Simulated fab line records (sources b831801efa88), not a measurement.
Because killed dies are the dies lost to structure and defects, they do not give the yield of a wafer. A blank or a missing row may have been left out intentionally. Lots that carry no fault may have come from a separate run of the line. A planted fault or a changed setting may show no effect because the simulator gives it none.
A lot that was struck, set against a sound lot :: flow sky130 :: 44 steps out of a route of 708
Sound: wafers L926.2, L926.3, L926.4. Struck: wafers L933.2, L933.5, L933.6. At the end, the cause is stated.
Per side, at each step with rows, come the tool, then ch with its chambers, and then its first start. Under that, the readings that differ: sound wafers :: struck wafers :: difference of the means :: sigmas: that difference in standard deviations of wafers without a fault.
alike: a reading whose means differ by less than 2 such deviations, as well as words and numbers matching on both sides. not compared: withheld readings; readings where some wafer has no value; bounds like >300 that might hide an equal value; numbers whose values overlap and for which the record gives no deviation.
Wherever a step has rows on one side only, a row that says differs or no value, or a row with sigmas, the two part there. Numbers that don't overlap but have no deviation are shown without sigmas and don't part them. Lack of a reading on every wafer of one side parts them only where that side has two or more wafers.

first, 2 steps without rows for these wafers: SKY_DNWELL_DEVELOP_06 (develop time 60 s); SKY_DNWELL_IMPLANT_07.
SKY_DNWELL_STRIP_08: strips in O2/N2.
  sound on plasma_asher-04 ch 0,1, day 4 01:01; struck on plasma_asher-03 ch 0,1, day 5 13:02
  alike: drypump_motor_current_A, oes_product_au, strip_time_to_endpoint_s
  not compared: rf_hours_counter_h
SKY_DNWELL_TW_MEAS_09:
  sound on film_metro-03, day 4 01:08; struck on film_metro-03, day 5 13:08
  alike: DNWELL_TW
then, 7 steps without rows for these wafers: SKY_PWDE_DEHYDRATE_00 (time 60 s); SKY_PWDE_HMDS_01 (prime time 60 s); SKY_PWDE_COAT_02 (resist thk 3000 nm); SKY_PWDE_SOFTBAKE_03; SKY_PWDE_EXPOSE_04 (exposes mask PWDEM, target cd 840 nm); SKY_PWDE_PEB_05; SKY_PWDE_DEVELOP_06 (develop time 60 s).
SKY_PWDE_OVL_MEAS_07:
  sound on overlay-01, day 4 19:09; struck on overlay-01, day 6 08:54
  alike: PWDE_OVL
SKY_PWDE_IMPLANT_08:
  sound on implanter-04 ch 0, day 4 19:12; struck on implanter-03 ch 0, day 6 08:57
reading: dose_ions_cm2
sound: 3.606e+12 3.598e+12 3.601e+12
struck: 3.738e+12 3.74e+12 3.734e+12
difference: +1.357e+11
sigmas: +31
SKY_PWDE_STRIP_09: strips in O2/N2.
  sound on plasma_asher-04 ch 0,1, day 4 19:20; struck on plasma_asher-01 ch 0,1, day 6 09:05
  alike: drypump_motor_current_A, oes_product_au, strip_time_to_endpoint_s
  not compared: rf_hours_counter_h
SKY_PWDE_TW_MEAS_10:
  sound on film_metro-01, day 4 19:26; struck on film_metro-03, day 6 09:11
  alike: PWDE_TW
then, 7 steps without rows for these wafers: SKY_NWELL_DEHYDRATE_03 (time 60 s); SKY_NWELL_HMDS_04 (prime time 60 s); SKY_NWELL_COAT_05 (resist thk 3000 nm); SKY_NWELL_SOFTBAKE_06; SKY_NWELL_EXPOSE_07 (exposes mask NWM, target cd 840 nm); SKY_NWELL_PEB_08; SKY_NWELL_DEVELOP_09 (develop time 60 s).
SKY_NWELL_OVL_MEAS_10:
  sound on overlay-01, day 5 14:10; struck on overlay-02, day 7 05:07
  alike: NWELL_00_OVL
then, 3 steps without rows for these wafers: SKY_NWELL_IMPLANT_11; SKY_NWELL_IMPLANT_12; SKY_NWELL_IMPLANT_13.
SKY_NWELL_STRIP_14: strips in O2/N2.
  sound on plasma_asher-02 ch 0,1, day 5 14:39; struck on plasma_asher-01 ch 0,1, day 7 05:36
  alike: drypump_motor_current_A, oes_product_au, strip_time_to_endpoint_s
  not compared: rf_hours_counter_h
SKY_NWELL_TW_MEAS_15:
  sound on film_metro-01, day 5 14:46; struck on film_metro-03, day 7 05:43
  alike: NWELL_TW
then, 7 steps without rows for these wafers: SKY_NWELL_DEHYDRATE_16 (time 60 s); SKY_NWELL_HMDS_17 (prime time 60 s); SKY_NWELL_COAT_18 (resist thk 3000 nm); SKY_NWELL_SOFTBAKE_19; SKY_NWELL_EXPOSE_20 (exposes mask NWM COMPLEMENT, target cd 840 nm); SKY_NWELL_PEB_21; SKY_NWELL_DEVELOP_22 (develop time 60 s).
SKY_NWELL_OVL_MEAS_23:
  sound on overlay-01, day 6 11:10; struck on overlay-02, day 8 02:49
  alike: NWELL_01_OVL
after that, 1 step had no rows for these wafers: SKY_NWELL_IMPLANT_24.
SKY_NWELL_STRIP_25: strips in O2/N2.
  sound on plasma_asher-01 ch 0,1, day 6 11:21; struck on plasma_asher-01 ch 0,1, day 8 03:00
  alike: drypump_motor_current_A, oes_product_au, strip_time_to_endpoint_s
  not compared: rf_hours_counter_h
SKY_NWELL_TW_MEAS_26:
  sound on film_metro-01, day 6 11:28; struck on film_metro-03, day 8 03:07
  alike: NWELL_2_TW
then, 1 step without rows for these wafers: SKY_NWELL_CLEAN_27 (cleans in SC1/SC2, time 150 s).
SKY_NWELL_RTA_28: time 30 s.
  sound on rtp_anneal-02 ch 0, day 6 11:35; struck on rtp_anneal-02 ch 0, day 8 03:14
  alike: lamp_power_pct, ramp_down_c_per_s, wafer_temp_C_max
SKY_NWELL_RS_MEAS_29: measurement is done with a four-point probe.
  sound on film_metro-03, day 6 11:41; struck on film_metro-01, day 8 03:20
  alike: NWELL_RS
SKY_NWELL_RS_MEAS_31: measurement is done with a four-point probe.
  sound on film_metro-03, day 6 11:55; struck on film_metro-01, day 8 03:35
reading: PWDE_RS (ohm/sq)
sound: 5276 5303 5279
struck: 5100 5113 5115
difference: -177
sigmas: -11
-- the record jumps here: 41 days lie between the struck wafers' starts before and after (it left off in module NWELL and takes up again in module PAD_OPEN, whose first step shown is number 708 of the route) --
SKY_PAD_OPEN_PROBE_99:
  sound on prober-02, day 48 00:56; struck on prober-01, day 49 10:19
reading: model.etest.res_pwde_under_gate.rs_ohm_sq
sound: 6105 6134 6135
struck: 5955 5954 5958
difference: -169
sigmas: 
  alike: killed_at_M0_to_M3, killed_at_M4_up, killed_at_contacts, killed_at_front_end, killed_at_other, killed_dies, killed_open, killed_short

WHERE THEY PART
First at SKY_PWDE_IMPLANT_08; last, within this record, at SKY_NWELL_RS_MEAS_31. Later steps at which nothing parts them and some readings are alike: SKY_PAD_OPEN_PROBE_99.

WHY: what had been put in by the simulator
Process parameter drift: implanter-03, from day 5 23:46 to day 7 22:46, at SKY_PWDE_IMPLANT_08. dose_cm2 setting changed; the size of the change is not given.
